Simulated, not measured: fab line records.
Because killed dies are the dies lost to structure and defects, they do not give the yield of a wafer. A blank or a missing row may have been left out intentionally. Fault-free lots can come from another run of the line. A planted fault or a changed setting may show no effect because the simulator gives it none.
Which tool was responsible? :: flow sky130 :: 36 wafers from 12 lots sampled at 6 of the route's 708 steps

== WHAT EACH GAUGE READ, for each wafer ==
SKY_NWELL_TW_MEAS_15. Usual: NWELL_TW typically reads 1804, with standard deviation 13.
lot: L682
measured: day 4 11:17
on: film metro-01
NWELL_TW: 1782 1784 1785
flag: 

lot: L683
measured: day 4 21:47
on: film metro-01
NWELL_TW: 1791 1789 1791
flag: 

lot: L686
measured: day 5 15:43
on: film metro-03
NWELL_TW: 1807 1801 1803
flag: 

lot: L688
measured: day 6 02:47
on: film metro-02
NWELL_TW: 1804 1813 1808
flag: 

lot: L689
measured: day 6 08:36
on: film metro-01
NWELL_TW: 1787 1793 1787
flag: 

lot: L692
measured: day 6 22:14
on: film metro-02
NWELL_TW: 1811 1812 1823
flag: 

lot: L700
measured: day 8 20:43
on: film metro-03
NWELL_TW: 1685 1676 1682
flag: OFF

lot: L701
measured: day 9 05:02
on: film metro-01
NWELL_TW: 1682 1684 1686
flag: OFF

lot: L702
measured: day 9 10:01
on: film metro-02
NWELL_TW: 1810 1807 1815
flag: 

lot: L703
measured: day 9 16:11
on: film metro-02
NWELL_TW: 1815 1815 1810
flag: 

lot: L704
measured: day 9 20:41
on: film metro-02
NWELL_TW: 1818 1816 1815
flag: 

lot: L705
measured: day 10 15:55
on: film metro-03
NWELL_TW: 1804 1796 1801
flag: 

SKY_NWELL_RS_MEAS_29: uses a four-point probe to measure. Usual: NWELL_RS typically reads 624.3 ohm/sq, with standard deviation 1.7.
lot: L682
measured: day 5 05:01
on: film metro-01
NWELL_RS (ohm/sq): 623.7 624.0 623.5
flag: 

lot: L683
measured: day 5 16:18
on: film metro-03
NWELL_RS (ohm/sq): 621.9 624.5 621.4
flag: 

lot: L686
measured: day 6 10:09
on: film metro-02
NWELL_RS (ohm/sq): 625.6 625.2 624.4
flag: 

lot: L688
measured: day 6 22:23
on: film metro-01
NWELL_RS (ohm/sq): 624.2 622.7 626.5
flag: 

lot: L689
measured: day 7 03:46
on: film metro-02
NWELL_RS (ohm/sq): 623.8 624.0 624.4
flag: 

lot: L692
measured: day 7 19:05
on: film metro-03
NWELL_RS (ohm/sq): 623.4 623.7 623.3
flag: 

lot: L700
measured: day 9 18:11
on: film metro-01
NWELL_RS (ohm/sq): 714.2 716.0 712.8
flag: OFF

lot: L701
measured: day 10 04:02
on: film metro-01
NWELL_RS (ohm/sq): 718.6 717.4 717.1
flag: OFF

lot: L702
measured: day 10 08:39
on: film metro-01
NWELL_RS (ohm/sq): 623.5 623.9 624.6
flag: 

lot: L703
measured: day 10 14:55
on: film metro-01
NWELL_RS (ohm/sq): 622.0 622.7 623.2
flag: 

lot: L704
measured: day 10 19:44
on: film metro-01
NWELL_RS (ohm/sq): 623.8 620.9 623.4
flag: 

lot: L705
measured: day 11 15:02
on: film metro-03
NWELL_RS (ohm/sq): 624.9 623.9 625.3
flag: 

SKY_METAL1_OVL_MEAS_16. Usual: METAL1_OVL typically reads 7 nm, with standard deviation 5.1.
lot: L682
measured: day 32 17:37
on: overlay-02
METAL1_OVL (nm): -1 8 12
flag: 

lot: L683
measured: day 33 06:43
on: overlay-01
METAL1_OVL (nm): -3 -1 0
flag: 

lot: L686
measured: day 34 10:07
on: overlay-02
METAL1_OVL (nm): 3 2 3
flag: 

lot: L688
measured: day 34 21:23
on: overlay-02
METAL1_OVL (nm): 8 3 10
flag: 

lot: L689
measured: day 35 08:56
on: overlay-02
METAL1_OVL (nm): 7 4 1
flag: 

lot: L692
measured: day 36 01:11
on: overlay-01
METAL1_OVL (nm): 4 0 0
flag: 

lot: L700
measured: day 38 11:28
on: overlay-01
METAL1_OVL (nm): 13 13 10
flag: 

lot: L701
measured: day 38 21:07
on: overlay-01
METAL1_OVL (nm): 5 4 8
flag: 

lot: L702
measured: day 39 03:51
on: overlay-01
METAL1_OVL (nm): 8 10 6
flag: 

lot: L703
measured: day 39 10:14
on: overlay-01
METAL1_OVL (nm): 10 12 8
flag: 

lot: L704
measured: day 39 15:42
on: overlay-02
METAL1_OVL (nm): 13 7 7
flag: 

lot: L705
measured: day 40 12:25
on: overlay-02
METAL1_OVL (nm): 8 4 13
flag: 

SKY_VIA2_BOW_MEAS_03. Usual: VIA2_BOW typically reads 85 um, with standard deviation 6.6.
lot: L682
measured: day 35 02:46
on: film metro-03
VIA2_BOW (um): 91 81 90
flag: 

lot: L683
measured: day 35 16:50
on: film metro-03
VIA2_BOW (um): 78 85 85
flag: 

lot: L686
measured: day 36 18:33
on: film metro-03
VIA2_BOW (um): 85 86 87
flag: 

lot: L688
measured: day 37 04:41
on: film metro-04
VIA2_BOW (um): 87 90 91
flag: 

lot: L689
measured: day 37 17:05
on: film metro-01
VIA2_BOW (um): 84 77 80
flag: 

lot: L692
measured: day 38 07:48
on: film metro-04
VIA2_BOW (um): 84 97 97
flag: 

lot: L700
measured: day 40 17:44
on: film metro-03
VIA2_BOW (um): 98 89 95
flag: 

lot: L701
measured: day 41 02:59
on: film metro-03
VIA2_BOW (um): 92 87 87
flag: 

lot: L702
measured: day 41 09:32
on: film metro-04
VIA2_BOW (um): 95 85 87
flag: 

lot: L703
measured: day 41 15:49
on: film metro-03
VIA2_BOW (um): 76 83 87
flag: 

lot: L704
measured: day 42 00:32
on: film metro-03
VIA2_BOW (um): 89 80 76
flag: 

lot: L705
measured: day 42 15:50
on: film metro-04
VIA2_BOW (um): 97 97 88
flag: 

== WHAT TOOL EACH LOT RAN ON (gives the tool, then ch and the chambers of the sampled wafers, and finally the start) ==
lot: L682
SKY_NWELL_IMPLANT_11: implanter-03 ch 0, day 4 10:45
SKY_CONTACT_ETCH_17: rie diel-02 ch 1,3, day 31 12:50

lot: L683
SKY_NWELL_IMPLANT_11: implanter-04 ch 0, day 4 21:16
SKY_CONTACT_ETCH_17: rie diel-03 ch 0,2,3, day 32 02:07

lot: L686
SKY_NWELL_IMPLANT_11: implanter-03 ch 0, day 5 15:10
SKY_CONTACT_ETCH_17: rie diel-03 ch 0,2, day 33 05:56

lot: L688
SKY_NWELL_IMPLANT_11: implanter-03 ch 0, day 6 02:16
SKY_CONTACT_ETCH_17: rie diel-04 ch 1,2,3, day 33 17:38

lot: L689
SKY_NWELL_IMPLANT_11: implanter-03 ch 0, day 6 08:05
SKY_CONTACT_ETCH_17: rie diel-04 ch 0,1,2, day 34 05:29

lot: L692
SKY_NWELL_IMPLANT_11: implanter-03 ch 0, day 6 21:43
SKY_CONTACT_ETCH_17: rie diel-03 ch 0,1, day 34 20:23

lot: L700
SKY_NWELL_IMPLANT_11: implanter-03 ch 0, day 8 20:10
SKY_CONTACT_ETCH_17: rie diel-02 ch 0,1,2, day 37 07:43

lot: L701
SKY_NWELL_IMPLANT_11: implanter-03 ch 0, day 9 04:31
SKY_CONTACT_ETCH_17: rie diel-02 ch 0,1,2, day 37 18:26

lot: L702
SKY_NWELL_IMPLANT_11: implanter-01 ch 0, day 9 09:28
SKY_CONTACT_ETCH_17: rie diel-03 ch 0,1,2, day 38 00:56

lot: L703
SKY_NWELL_IMPLANT_11: implanter-01 ch 0, day 9 15:40
SKY_CONTACT_ETCH_17: rie diel-03 ch 0,3, day 38 07:05

lot: L704
SKY_NWELL_IMPLANT_11: implanter-01 ch 0, day 9 20:08
SKY_CONTACT_ETCH_17: rie diel-03 ch 0,3, day 38 13:02

lot: L705
SKY_NWELL_IMPLANT_11: implanter-04 ch 0, day 10 15:22
SKY_CONTACT_ETCH_17: rie diel-03 ch 0,1,3, day 39 09:56
- SKY_NWELL_IMPLANT_11
- SKY_CONTACT_ETCH_17: etches SiO2 in C4F8/O2/Ar, stops on Si3N4, target depth 340 nm.

== WHAT THE TOOLS THEMSELVES READ (means of the sampled wafers that have a number; where no wafer has one, the mark that the record gives instead) ==
SKY_NWELL_IMPLANT_11. Usual: beam on s 9.97 s, standard deviation 0.19; faraday current uA 107.5, standard deviation 1.9.
lot: L682
tool: implanter-03
beam on s (s): 10.00
faraday current uA: 107.4
flag: 

lot: L683
tool: implanter-04
beam on s (s): 10.06
faraday current uA: 106.6
flag: 

lot: L686
tool: implanter-03
beam on s (s): 10.09
faraday current uA: 106.4
flag: 

lot: L688
tool: implanter-03
beam on s (s): 9.89
faraday current uA: 108.2
flag: 

lot: L689
tool: implanter-03
beam on s (s): 9.92
faraday current uA: 107.9
flag: 

lot: L692
tool: implanter-03
beam on s (s): 9.87
faraday current uA: 108.8
flag: 

lot: L700
tool: implanter-03
beam on s (s): 7.64
faraday current uA: 140.3
flag: OFF

lot: L701
tool: implanter-03
beam on s (s): 7.56
faraday current uA: 142.1
flag: OFF

lot: L702
tool: implanter-01
beam on s (s): 9.91
faraday current uA: 108.1
flag: 

lot: L703
tool: implanter-01
beam on s (s): 10.03
faraday current uA: 106.9
flag: 

lot: L704
tool: implanter-01
beam on s (s): 9.96
faraday current uA: 107.6
flag: 

lot: L705
tool: implanter-04
beam on s (s): 10.06
faraday current uA: 106.4
flag: 

SKY_CONTACT_ETCH_17. Usual: oes product au reads 0.893 a.u. (standard deviation 0.0046).
lot: L682
tool: rie diel-02
oes product au (a.u.): 0.890
flag: 

lot: L683
tool: rie diel-03
oes product au (a.u.): 0.891
flag: 

lot: L686
tool: rie diel-03
oes product au (a.u.): 0.890
flag: 

lot: L688
tool: rie diel-04
oes product au (a.u.): 0.895
flag: 

lot: L689
tool: rie diel-04
oes product au (a.u.): 0.892
flag: 

lot: L692
tool: rie diel-03
oes product au (a.u.): 0.893
flag: 

lot: L700
tool: rie diel-02
oes product au (a.u.): 0.894
flag: 

lot: L701
tool: rie diel-02
oes product au (a.u.): 0.888
flag: 

lot: L702
tool: rie diel-03
oes product au (a.u.): 0.896
flag: 

lot: L703
tool: rie diel-03
oes product au (a.u.): 0.895
flag: 

lot: L704
tool: rie diel-03
oes product au (a.u.): 0.893
flag: 

lot: L705
tool: rie diel-03
oes product au (a.u.): 0.891
flag: 

== THE ANSWER, worked out from the rows above alone ==
Rule: a lot is off if the mean of its wafers that have a number lies more than 3 standard deviations from the usual mean. A lot without any number at a reading at which 4 lots or more have one is off too. Where the step has rows for the other lots, those lots are counted as sound. After the gauges, taken in route order, come the tools' own readings; for these a lot's mean is taken, as printed above. The first step at which some lot is off is used, and at that step the reading that is off furthest; a lot without a number counts as furthest.
Off: L700, L701, seen at SKY_NWELL_TW_MEAS_15 (NWELL_TW).
If a tool, at a process step before that reading, ran all the lots that are off and no sound lot after the first of them, it fits. Not tried: the gauges at SKY_NWELL_TW_MEAS_15; whatever is off there is also off at SKY_NWELL_IMPLANT_11, on other tools, and gauge error can't account for it. One candidate fits, namely implanter-03 at SKY_NWELL_IMPLANT_11. Its last sound lot is L692 (day 6 21:43), its first lot that is off L700 (day 8 20:10): a fault that began between those two fits.
The tool's own readings at SKY_NWELL_IMPLANT_11 bear it out: on the lots that are off they differ by more than 5 times the standard deviation of the sound lots' means. beam on s reads 7.60 s there against 9.98 s on the sound lots; faraday current uA reads 141.2 there against 107.4 on the sound lots.

== WHAT THE SIMULATOR HAD INSERTED ==
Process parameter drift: implanter-03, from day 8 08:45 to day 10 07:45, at SKY_NWELL_IMPLANT_11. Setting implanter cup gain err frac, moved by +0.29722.
Struck lots among those shown: L700, L701. Same finding as the rule above.
